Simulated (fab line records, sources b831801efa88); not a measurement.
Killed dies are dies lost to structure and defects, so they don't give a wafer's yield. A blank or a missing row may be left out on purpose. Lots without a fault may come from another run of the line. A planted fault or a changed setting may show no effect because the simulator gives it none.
One fault seen from 2 desks | flow sky130 | each desk has only its own numbers; what lay behind them comes last

THE METROLOGY DESK
What the gauges read, lot by lot, whatever tool the lot ran on: means of the sampled wafers that have a number. A lot is out of limits, marked OUT, if its mean lies more than 4 standard deviations from the usual mean; the brackets give that distance.
Columns: A = VIA1_BOW at SKY_VIA1_BOW_MEAS_03, usual 80 um; B = cd_nm at SKY_VIA1_CD_MEAS_12, usual 150.6 nm; C = VIA1_OVL at SKY_VIA1_OVL_MEAS_13, usual -1 nm
lot  | first seen here | A  | B     | C
L147 | day 34 06:26    | 80 | 148.4 | 0
L148 | day 34 10:40    | 92 | 153.1 | -0
L149 | day 34 13:32    | 86 | 150.9 | -9
L159 | day 37 11:32    | 80 | 153.1 | -8
L161 | day 37 21:33    | 84 | 150.7 | -7
L163 | day 38 21:35    | 88 | 150.6 | -5
This desk's finding: nothing out of limits on any of the 6 lots.

THE TOOL OWNER'S DESK: rie_diel-01
The tool's own readings at SKY_VIA1_ETCH_14 (etches BARC in N2/H2, stops on SiO2, time 45.9 s, target depth 60 nm): means of the sampled wafers that have a number, for each lot that ran on this tool. A lot is out of limits, marked OUT, if its mean lies more than 4 standard deviations from the usual mean; the brackets give that distance.
Columns: A = drypump_motor_current_A at SKY_VIA1_ETCH_14, usual 5.7 A; B = oes_product_au at SKY_VIA1_ETCH_14, usual 0.854 a.u.; C = run_length_s at SKY_VIA1_ETCH_14, usual 74.3 s; D = throttle_valve_pct at SKY_VIA1_ETCH_14, usual 13.225 %
lot  | first seen here | A   | B     | C    | D
L147 | day 35 09:49    | 5.7 | 0.854 | 74.0 | 13.233
L148 | day 35 13:11    | 5.4 | 0.855 | 75.2 | 13.224
L149 | day 35 15:41    | 5.7 | 0.851 | 75.1 | 13.224
This desk's finding: nothing out of limits on any of the 3 lots.

PUT TOGETHER
The metrology desk saw nothing out of limits.
The tool owner's desk saw nothing out of limits.

WHAT THE SIMULATOR HAD PUT IN
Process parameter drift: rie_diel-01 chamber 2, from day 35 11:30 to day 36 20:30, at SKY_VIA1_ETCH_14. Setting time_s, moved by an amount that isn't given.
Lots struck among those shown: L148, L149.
